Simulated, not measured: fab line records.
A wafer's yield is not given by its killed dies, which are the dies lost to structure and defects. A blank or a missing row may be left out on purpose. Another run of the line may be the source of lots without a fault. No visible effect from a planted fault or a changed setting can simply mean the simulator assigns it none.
The tool behind it: which one? -- flow sky130 -- 11 lots with 33 wafers sampled at 2 steps, on a route of 708 steps

## WHAT THE GAUGES READ, wafer by wafer
SKY_CAPM_THK_MEAS_01.
lot,measured,on,CAPM_CVD_00_THK (nm)
L292,day 37 22:54,film_metro-03,15.41 15.45 15.84
L293,day 38 05:34,film_metro-01,15.23 15.50 15.34
L294,day 38 09:08,film_metro-03,15.43 15.19 15.70
L296,day 38 18:45,film_metro-03,15.14 15.35 15.01
L302,day 40 01:45,film_metro-03,15.41 15.07 15.45
L303,day 40 11:17,film_metro-01,15.19 15.26 15.44
L306,day 41 04:05,film_metro-01,15.24 15.13 15.18
L307,day 41 17:47,film_metro-01,15.24 15.32 15.30
L308,day 41 18:45,film_metro-01,15.06 15.27 15.14
L310,day 42 06:14,film_metro-02,15.71 15.52 15.80
L311,day 42 18:46,film_metro-03,15.30 15.29 15.69

## WHICH TOOL RAN EACH LOT (tool, then ch and the chambers of the sampled wafers, then the start)
lot,SKY_METAL3_SPUTTER_04
L292,"pvd_sputter-01, day 37 22:49"
L293,"pvd_sputter-02, day 38 05:29"
L294,"pvd_sputter-04, day 38 09:04"
L296,"pvd_sputter-02, day 38 18:39"
L302,"pvd_sputter-02, day 40 01:41"
L303,"pvd_sputter-02, day 40 11:13"
L306,"pvd_sputter-04, day 41 04:01"
L307,"pvd_sputter-01, day 41 17:43"
L308,"pvd_sputter-04, day 41 18:41"
L310,"pvd_sputter-01, day 42 06:10"
L311,"pvd_sputter-02, day 42 18:41"
- SKY_METAL3_SPUTTER_04: material TiN, target thk 70 nm, time 58.3 s.

## THE ANSWER, worked out from the rows above alone
Rule: usual is defined by the lots themselves. Put in order of their means at a reading, lots are off if they are a third of the lots or fewer, leave a main group of 4 or more, and stand apart from it by a gap of 3 or more times the standard deviation of the main group's means; of several such gaps the widest counts. The tables above print the reading to a certain number of digits; a main group whose means all agree to those digits is not used. Also off: a lot with no number at a reading for which 4 or more lots have one. The other lots that the step has rows for count as sound.
Across all readings shown, no lot is off: no conclusion can be drawn from this.

## WHAT THE SIMULATOR HAD INSERTED
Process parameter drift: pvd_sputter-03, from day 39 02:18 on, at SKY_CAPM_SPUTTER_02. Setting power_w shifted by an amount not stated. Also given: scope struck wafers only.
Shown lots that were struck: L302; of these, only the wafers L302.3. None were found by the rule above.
